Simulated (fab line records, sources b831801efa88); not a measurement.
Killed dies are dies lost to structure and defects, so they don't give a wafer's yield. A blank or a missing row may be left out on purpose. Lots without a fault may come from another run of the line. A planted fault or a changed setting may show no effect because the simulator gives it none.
Which tool did it? | flow sfq_line | 14 lots, 42 wafers sampled, at 3 steps of a route of 325

WHAT THE GAUGES READ, wafer by wafer
SFQ_R5_RS_MEAS_933: measures by four-point-probe. Usual: R5_MONX_RS 7.09 ohm/sq, standard deviation 0.083.
lot  | measured     | on            | R5_MONX_RS (ohm/sq) | flag
L360 | day 54 19:37 | film_metro-03 | 7.00 7.16 7.29      |
L363 | day 55 00:55 | film_metro-04 | 7.05 7.10 7.05      |
L364 | day 55 01:38 | film_metro-03 | 7.09 7.01 7.13      |
L365 | day 55 03:55 | film_metro-04 | 7.13 7.00 7.13      |
L369 | day 58 10:48 | film_metro-02 | 7.06 7.14 7.25      |
L370 | day 59 00:47 | film_metro-03 | 5.81 5.71 5.81      | OFF
L372 | day 59 10:13 | film_metro-03 | 5.75 5.80 5.69      | OFF
L375 | day 60 06:48 | film_metro-02 | 7.10 7.08 7.01      |
L376 | day 60 11:56 | film_metro-03 | 6.97 7.09 6.94      |
L377 | day 60 14:56 | film_metro-04 | 6.97 7.04 7.08      |
L379 | day 61 04:10 | film_metro-04 | 7.00 7.10 7.07      |
L381 | day 61 19:52 | film_metro-03 | 7.17 7.08 7.04      |
L382 | day 62 03:11 | film_metro-02 | 7.03 7.03 7.08      |
L383 | day 62 08:40 | film_metro-03 | 7.17 7.08 7.22      |

SFQ_R5_THK_MEAS_934: measures by xrf. Usual: R5_MONX_THK 39.6 nm, standard deviation 0.5.
lot  | measured     | on            | R5_MONX_THK (nm) | flag
L360 | day 54 19:44 | film_metro-03 | 40.4 39.3 38.8   |
L363 | day 55 01:01 | film_metro-04 | 40.0 39.8 40.0   |
L364 | day 55 01:44 | film_metro-03 | 39.3 39.7 39.1   |
L365 | day 55 04:01 | film_metro-04 | 39.5 40.3 39.4   |
L369 | day 58 10:55 | film_metro-02 | 39.9 39.4 38.8   |
L370 | day 59 00:53 | film_metro-03 | 49.3 50.0 49.1   | OFF
L372 | day 59 10:20 | film_metro-03 | 49.7 48.9 50.2   | OFF
L375 | day 60 06:55 | film_metro-02 | 39.8 40.0 40.4   |
L376 | day 60 12:04 | film_metro-03 | 40.1 39.1 40.6   |
L377 | day 60 15:04 | film_metro-04 | 40.1 39.7 39.5   |
L379 | day 61 04:16 | film_metro-04 | 40.0 39.3 39.6   |
L381 | day 61 19:59 | film_metro-03 | 39.2 39.4 39.6   |
L382 | day 62 03:19 | film_metro-02 | 39.8 40.0 39.7   |
L383 | day 62 08:47 | film_metro-03 | 39.1 39.8 38.9   |

WHICH TOOL RAN EACH LOT (tool, then ch and the chambers of the sampled wafers, then the start)
lot  | SFQ_TRILAYER_R5_DEP_SPUTTER_133
L360 | pvd_sputter-06, day 54 19:31
L363 | pvd_sputter-03, day 55 00:49
L364 | pvd_sputter-06, day 55 01:31
L365 | pvd_sputter-05, day 55 03:49
L369 | pvd_sputter-06, day 58 10:44
L370 | pvd_sputter-06, day 59 00:41
L372 | pvd_sputter-06, day 59 10:09
L375 | pvd_sputter-05, day 60 06:42
L376 | pvd_sputter-03, day 60 11:52
L377 | pvd_sputter-05, day 60 14:52
L379 | pvd_sputter-03, day 61 04:04
L381 | pvd_sputter-06, day 61 19:47
L382 | pvd_sputter-05, day 62 03:07
L383 | pvd_sputter-06, day 62 08:36
- SFQ_TRILAYER_R5_DEP_SPUTTER_133: material MoNx, target thk 40 nm, time 66.7 s.

WHAT THE TOOLS THEMSELVES READ (means of the sampled wafers that have a number; where no wafer has one, the mark that the record gives instead)
SFQ_TRILAYER_R5_DEP_SPUTTER_133. Usual: cathode_dc_power_W 1000.0 W, standard deviation 0.19; throttle_valve_pct 29.8 %, standard deviation 0.76.
lot  | tool           | cathode_dc_power_W (W) | throttle_valve_pct (%) | flag
L360 | pvd_sputter-06 | 1000.1                 | 29.2                   |
L363 | pvd_sputter-03 | 1000.0                 | 29.4                   |
L364 | pvd_sputter-06 | 1000.1                 | 28.9                   |
L365 | pvd_sputter-05 | 1000.1                 | 31.0                   |
L369 | pvd_sputter-06 | 1000.2                 | 29.5                   |
L370 | pvd_sputter-06 | 1241.2                 | 29.3                   | OFF
L372 | pvd_sputter-06 | 1241.2                 | 29.4                   | OFF
L375 | pvd_sputter-05 | 1000.1                 | 30.9                   |
L376 | pvd_sputter-03 | 1000.0                 | 29.6                   |
L377 | pvd_sputter-05 | 999.9                  | 29.7                   |
L379 | pvd_sputter-03 | 1000.1                 | 29.3                   |
L381 | pvd_sputter-06 | 1000.0                 | 29.5                   |
L382 | pvd_sputter-05 | 999.9                  | 30.6                   |
L383 | pvd_sputter-06 | 1000.0                 | 29.4                   |

THE ANSWER, worked out from the rows above alone
Rule: a lot is off if the mean of its wafers that have a number lies more than 3 standard deviations from the usual mean. A lot without any number at a reading at which 4 lots or more have one is off too. The other lots that the step has rows for count as sound. The gauges are gone through in route order, then the tools' own readings, and for those a lot's mean is taken as printed above. The first step at which some lot is off is used, and at that step the reading that is off furthest; a lot without a number counts as furthest.
Off: L370, L372, at SFQ_R5_RS_MEAS_933 (R5_MONX_RS).
A tool fits if, at a process step before that reading, it ran every lot that is off, and no sound lot after the first of them. The gauges at SFQ_R5_RS_MEAS_933 aren't tried: what is off there is off at SFQ_TRILAYER_R5_DEP_SPUTTER_133 too, on other tools, and a gauge's error can't cause that. None of those tried fits.

WHAT THE SIMULATOR HAD PUT IN
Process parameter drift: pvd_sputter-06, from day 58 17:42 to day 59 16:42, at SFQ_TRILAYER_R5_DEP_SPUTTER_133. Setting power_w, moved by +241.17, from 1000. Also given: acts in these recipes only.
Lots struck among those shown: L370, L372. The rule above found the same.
